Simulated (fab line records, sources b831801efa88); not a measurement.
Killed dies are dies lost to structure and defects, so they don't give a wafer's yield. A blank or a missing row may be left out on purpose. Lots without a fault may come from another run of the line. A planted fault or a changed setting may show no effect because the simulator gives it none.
Which tool did it? | flow gf180mcu | 13 lots, 39 wafers sampled, at 4 steps of a route of 602

WHAT THE GAUGES READ, wafer by wafer
GF_NSD_TW_MEAS_12. Usual: NSD_TW 4259, standard deviation 34.
lot  | measured     | on            | NSD_TW         | flag
L315 | day 13 10:20 | film_metro-01 | 4309 4295 4298 |
L316 | day 13 14:23 | film_metro-02 | 4271 4271 4279 |
L317 | day 13 19:22 | film_metro-03 | 4276 4270 4267 |
L319 | day 14 12:35 | film_metro-02 | 4319 4321 4318 |
L322 | day 15 16:31 | film_metro-03 | 4291 4273 4284 |
L323 | day 16 00:23 | film_metro-02 | 4300 4287 4305 |
L324 | day 16 13:08 | film_metro-01 | 4216 4217 4241 |
L326 | day 16 20:01 | film_metro-02 | 4288 4306 4321 |
L330 | day 18 15:47 | film_metro-01 | 4238 4251 4229 |
L332 | day 19 14:38 | film_metro-02 | 4245 4250 4252 |
L334 | day 20 14:27 | film_metro-02 | 4207 4216 4227 |
L335 | day 20 15:04 | film_metro-02 | 4241 4209 4226 |
L337 | day 21 09:31 | film_metro-02 | 4260 4245 4218 |

GF_SAB_THK_MEAS_01. Usual: SAB_CVD_00_THK 49.9 nm, standard deviation 0.72.
lot  | measured     | on            | SAB_CVD_00_THK (nm) | flag
L315 | day 14 07:28 | film_metro-04 | 48.4 50.5 49.9      |
L316 | day 14 10:59 | film_metro-04 | 49.2 49.4 49.9      |
L317 | day 14 16:55 | film_metro-03 | 49.8 49.4 50.2      |
L319 | day 15 10:47 | film_metro-04 | 51.0 48.8 51.1      |
L322 | day 16 15:26 | film_metro-03 | 49.8 50.1 63.5      | OFF
L323 | day 16 23:20 | film_metro-04 | 50.4 49.0 50.8      |
L324 | day 17 12:34 | film_metro-02 | 49.8 48.2 49.3      |
L326 | day 17 19:36 | film_metro-02 | 50.3 63.9 63.3      | OFF
L330 | day 19 16:41 | film_metro-02 | 49.0 50.6 50.4      |
L332 | day 20 15:40 | film_metro-02 | 49.1 49.9 50.4      |
L334 | day 21 15:22 | film_metro-02 | 50.1 50.0 50.4      |
L335 | day 21 16:10 | film_metro-02 | 49.2 49.0 48.8      |
L337 | day 22 09:49 | film_metro-04 | 49.5 49.6 50.1      |

WHICH TOOL RAN EACH LOT (tool, then ch and the chambers of the sampled wafers, then the start)
lot  | GF_HV_LDD_STRIP_49                   | GF_SAB_CVD_00
L315 | plasma_asher-04 ch 0,1, day 12 10:49 | pecvd-04 ch 0,1,2, day 14 07:26
L316 | plasma_asher-02 ch 0,1, day 12 14:58 | pecvd-01 ch 0,2, day 14 10:57
L317 | plasma_asher-02 ch 0,1, day 12 19:44 | pecvd-01 ch 0,1,2, day 14 16:54
L319 | plasma_asher-01 ch 0,1, day 13 12:38 | pecvd-04 ch 0,1,2, day 15 10:45
L322 | plasma_asher-01 ch 0,1, day 14 15:58 | pecvd-01 ch 0,1,2, day 16 15:25
L323 | plasma_asher-01 ch 0,1, day 14 23:11 | pecvd-03 ch 0,1, day 16 23:19
L324 | plasma_asher-04 ch 0,1, day 15 10:37 | pecvd-03 ch 0,2, day 17 12:34
L326 | plasma_asher-04 ch 0,1, day 15 18:19 | pecvd-01 ch 0,1,2, day 17 19:34
L330 | plasma_asher-01 ch 0,1, day 17 12:50 | pecvd-03 ch 0,1,2, day 19 16:39
L332 | plasma_asher-04 ch 0,1, day 18 11:10 | pecvd-03 ch 0,2, day 20 15:39
L334 | plasma_asher-02 ch 0,1, day 19 10:26 | pecvd-01 ch 1,2, day 21 15:21
L335 | plasma_asher-04 ch 0,1, day 19 11:13 | pecvd-01 ch 0,1,2, day 21 16:09
L337 | plasma_asher-01 ch 0,1, day 20 06:02 | pecvd-01 ch 0,2, day 22 09:48
- GF_HV_LDD_STRIP_49: strips in O2/N2.
- GF_SAB_CVD_00: deposits SiO2 from TEOS, target thk 50 nm, time 4.9302 s.

WHAT THE TOOLS THEMSELVES READ (means of the sampled wafers that have a number; where no wafer has one, the mark that the record gives instead)
GF_HV_LDD_STRIP_49. Usual: drypump_motor_current_A 6.1 A, standard deviation 0.46; heater_power_w 347 W, standard deviation 22; oes_product_au 0.716 a.u., standard deviation 0.0046; strip_time_to_endpoint_s 12.64 s, standard deviation 0.031.
lot  | tool            | drypump_motor_current_A (A) | heater_power_w (W) | oes_product_au (a.u.) | strip_time_to_endpoint_s (s) | flag
L315 | plasma_asher-04 | 6.3                         | 341                | 0.716                 | 12.62                        |
L316 | plasma_asher-02 | 5.3                         | 360                | 0.714                 | 12.60                        |
L317 | plasma_asher-02 | 5.3                         | 365                | 0.716                 | 12.64                        |
L319 | plasma_asher-01 | 6.5                         | 348                | 0.720                 | 12.64                        |
L322 | plasma_asher-01 | 6.5                         | 352                | 0.717                 | 12.65                        |
L323 | plasma_asher-01 | 6.4                         | 346                | 0.712                 | 12.61                        |
L324 | plasma_asher-04 | 6.3                         | 342                | 0.719                 | 12.63                        |
L326 | plasma_asher-04 | 6.3                         | 329                | 0.713                 | 12.66                        |
L330 | plasma_asher-01 | 6.4                         | 345                | 0.718                 | 12.70                        |
L332 | plasma_asher-04 | 6.3                         | 326                | 0.715                 | 12.64                        |
L334 | plasma_asher-02 | 5.3                         | 366                | 0.712                 | 12.68                        |
L335 | plasma_asher-04 | 6.3                         | 329                | 0.716                 | 12.63                        |
L337 | plasma_asher-01 | 6.4                         | 342                | 0.714                 | 12.61                        |

GF_SAB_CVD_00. Usual: heater_power_w 720 W, standard deviation 110.
lot  | tool     | heater_power_w (W) | flag
L315 | pecvd-04 | 729                |
L316 | pecvd-01 | 674                |
L317 | pecvd-01 | 733                |
L319 | pecvd-04 | 749                |
L322 | pecvd-01 | 772                |
L323 | pecvd-03 | 810                |
L324 | pecvd-03 | 692                |
L326 | pecvd-01 | 702                |
L330 | pecvd-03 | 710                |
L332 | pecvd-03 | 588                |
L334 | pecvd-01 | 717                |
L335 | pecvd-01 | 716                |
L337 | pecvd-01 | 729                |

THE ANSWER, worked out from the rows above alone
Rule: a lot is off if the mean of its wafers that have a number lies more than 3 standard deviations from the usual mean. A lot without any number at a reading at which 4 lots or more have one is off too. The other lots that the step has rows for count as sound. The gauges are gone through in route order, then the tools' own readings, and for those a lot's mean is taken as printed above. The first step at which some lot is off is used, and at that step the reading that is off furthest; a lot without a number counts as furthest.
Off: L322, L326, at GF_SAB_THK_MEAS_01 (SAB_CVD_00_THK).
A tool fits if, at a process step before that reading, it ran every lot that is off, and no sound lot after the first of them. The gauges at GF_SAB_THK_MEAS_01 are tried like those tools. None of those tried fits.

WHAT THE SIMULATOR HAD PUT IN
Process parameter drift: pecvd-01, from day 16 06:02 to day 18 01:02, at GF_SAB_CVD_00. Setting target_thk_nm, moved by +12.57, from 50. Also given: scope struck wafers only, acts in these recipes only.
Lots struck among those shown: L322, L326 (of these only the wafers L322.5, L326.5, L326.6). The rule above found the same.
